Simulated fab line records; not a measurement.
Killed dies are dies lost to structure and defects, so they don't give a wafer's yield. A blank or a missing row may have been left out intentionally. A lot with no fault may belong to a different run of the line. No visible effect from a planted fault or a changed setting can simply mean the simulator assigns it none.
8D (eight disciplines) problem report, filled in by code ; flow gf180mcu ; the parts of the form that need people (team, actions taken, sign-off) are left out

## 1. THE ISSUE
Wafers without a fault read 207.6 s, standard deviation 0.48; runLengthS at GF_TOP_METAL_METAL_ETCH_16 reads a mean of 217.1 s on 6 wafers belonging to 2 lots. That is +20 standard deviations from the usual mean.
The step: etches the open film in Cl2/BCl3, stops on SiO2, target depth 1077.5 nm, time 179.6 s.
The first sign was on wafer L482.1 at day 32 03:38, on rieMetal-03. At this step, 33 wafers from 11 lots have a number in the record. The rule behind "out" and "out of limits": a value lying over 4 standard deviations away from the usual mean. All remaining wafers that have a number are taken as sound.

## 2. WHAT IT IS AND WHAT IT IS NOT
question;is;is not
which readings at this step;runLengthS;drypumpMotorCurrentA, rfFwdPowerW
which lots;L482, L484;L470, L472, L473, L476, L481, L486, L488, L489, L490
which wafers of those lots;all that have a number;-
read on which tools;rieMetal-03;rieMetal-02, rieMetal-04
when;from day 32 03:38;"up to then (15 sound wafers); but 12 sound wafers of L486, L488, L489, L490 came after"

## 3. SUSPECTS, AND WHAT RULES EACH OUT
Counting: a tool at a process step up to the reading stays a suspect if it ran every lot that is out and no sound lot after the first of them.
- rieMetal-03 at GF_TOP_METAL_METAL_ETCH_16 (etches the open film in Cl2/BCl3, stops on SiO2, target depth 1077.5 nm, time 179.6 s): kept. All lots that are out passed through it, beginning with L482 at day 32 03:38, and no sound lot followed; its final sound lot before that point was L481 at day 31 19:20. On those wafers its own readings are out: runLengthS.
Left after counting: rieMetal-03 at GF_TOP_METAL_METAL_ETCH_16.

## 4. THE CAUSE (what the simulator had put in)
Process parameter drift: rieMetal-03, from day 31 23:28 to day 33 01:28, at GF_TOP_METAL_METAL_ETCH_16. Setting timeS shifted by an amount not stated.
Only this tool survived the counting.

## 5. THE CHAIN OF EFFECTS, in route order
One row per reading whose mean, taken over the struck wafers that have a number, lies over 3 standard deviations from the usual. Scope: only readings with a usual standard deviation given in the record; hours: median across lots of the time from each lot's start at the first step in this table that gives one to its start at this step; sigmas: change in usual standard deviations.
hours;step;reading;usual;on struck wafers;change;sigmas
0;GF_TOP_METAL_METAL_ETCH_16;oesProductAu;0.968 a.u.;0.937;-0.031;-4.2
0;GF_TOP_METAL_METAL_ETCH_16;runLengthS;207.6 s;217.1;+9.5;+20
0;GF_TOP_METAL_STRIP_17;stripTimeToEndpointS;13.36 s;13.14;-0.22;-3.2
It contains these process steps:
- GF_TOP_METAL_METAL_ETCH_16: etches the open film in Cl2/BCl3, stops on SiO2, target depth 1077.5 nm, time 179.6 s.
- GF_TOP_METAL_STRIP_17: strips in O2/N2.

## 6. WHAT WOULD HAVE CAUGHT IT SOONER
In this record the first reading out of limits was taken at day 32 03:38, 4 hours after the fault began at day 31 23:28.
